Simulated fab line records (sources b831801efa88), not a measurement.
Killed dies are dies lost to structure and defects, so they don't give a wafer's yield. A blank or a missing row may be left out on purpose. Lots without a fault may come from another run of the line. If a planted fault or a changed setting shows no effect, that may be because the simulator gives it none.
2 desks looking at one fault -- flow sky130 -- every desk sees just its own numbers, and what lay behind them comes last

## AT THE METROLOGY DESK
What the gauges read, lot by lot, whatever tool the lot ran on: means of the sampled wafers that have a number. A lot is out of limits, marked OUT, if its mean lies more than 4 standard deviations from the usual mean; the brackets give that distance.
Columns: A = VIA2_HDPCVD_THK at SKY_VIA2_THK_MEAS_01, usual 1174 nm; B = VIA2_BOW at SKY_VIA2_BOW_MEAS_03, usual 85 um; C = VIA2_OVL at SKY_VIA2_OVL_MEAS_13, usual -3 nm
lot,first seen here,A,B,C
L136,day 36 09:41,1185,82,2
L139,day 37 09:53,1168,79,-2
L141,day 37 22:20,1171,84,0
L143,day 38 11:04,1177,80,3
L144,day 39 00:37,1167,97,2
L150,day 40 13:18,1176,125 (+5.5) OUT,-2
L151,day 40 15:07,1179,110,-6
L154,day 41 10:45,1175,78,-4
L155,day 41 19:11,1164,85,2
L156,day 42 00:32,1180,84,2
Per this desk, out of limits: L150; the first was L150, day 40 13:41 (VIA2_BOW at SKY_VIA2_BOW_MEAS_03). L136, L139, L141, L143, L144, L151, L154, L155, L156 stayed within limits.

## TOOL OWNER'S DESK, cmp-02
The tool's own readings at SKY_VIA2_CMP_02 (polishes SiO2): means of the sampled wafers that have a number, for each lot that ran on this tool. A lot is out of limits, marked OUT, if its mean lies more than 4 standard deviations from the usual mean; the brackets give that distance.
Columns: A = edge zone pressure frac at SKY_VIA2_CMP_02, usual 1.001; B = head pressure psi at SKY_VIA2_CMP_02, usual 4.000 psi; C = motor current A at SKY_VIA2_CMP_02, usual 12.9 A
lot,first seen here,A,B,C
L136,day 36 09:44,1.001,4.009,12.1
L139,day 37 10:02,1.000,3.994,12.7
L141,day 37 22:38,0.996,4.004,12.1
L143,day 38 11:23,0.997,4.004,12.5
L144,day 39 04:24,0.993,4.010,13.0
L154,day 41 10:50,1.001,4.000,12.1
L155,day 41 19:53,1.001,4.003,12.9
This desk's finding: nothing out of limits on any of the 7 lots.

## TAKEN TOGETHER
An alarm was possible from the metrology desk at day 40 13:41, on L150.
The tool owner's desk saw nothing out of limits.
The tool owner's desk has no number on record for L150.
SKY_VIA2_CMP_02 was run on cmp-02 by each of the lots named.

## WHAT THE SIMULATOR PUT IN
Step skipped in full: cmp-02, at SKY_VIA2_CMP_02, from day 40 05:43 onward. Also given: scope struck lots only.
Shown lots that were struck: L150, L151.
Delay in hours, fault start to first out-of-limits reading, per desk: metrology desk 8.
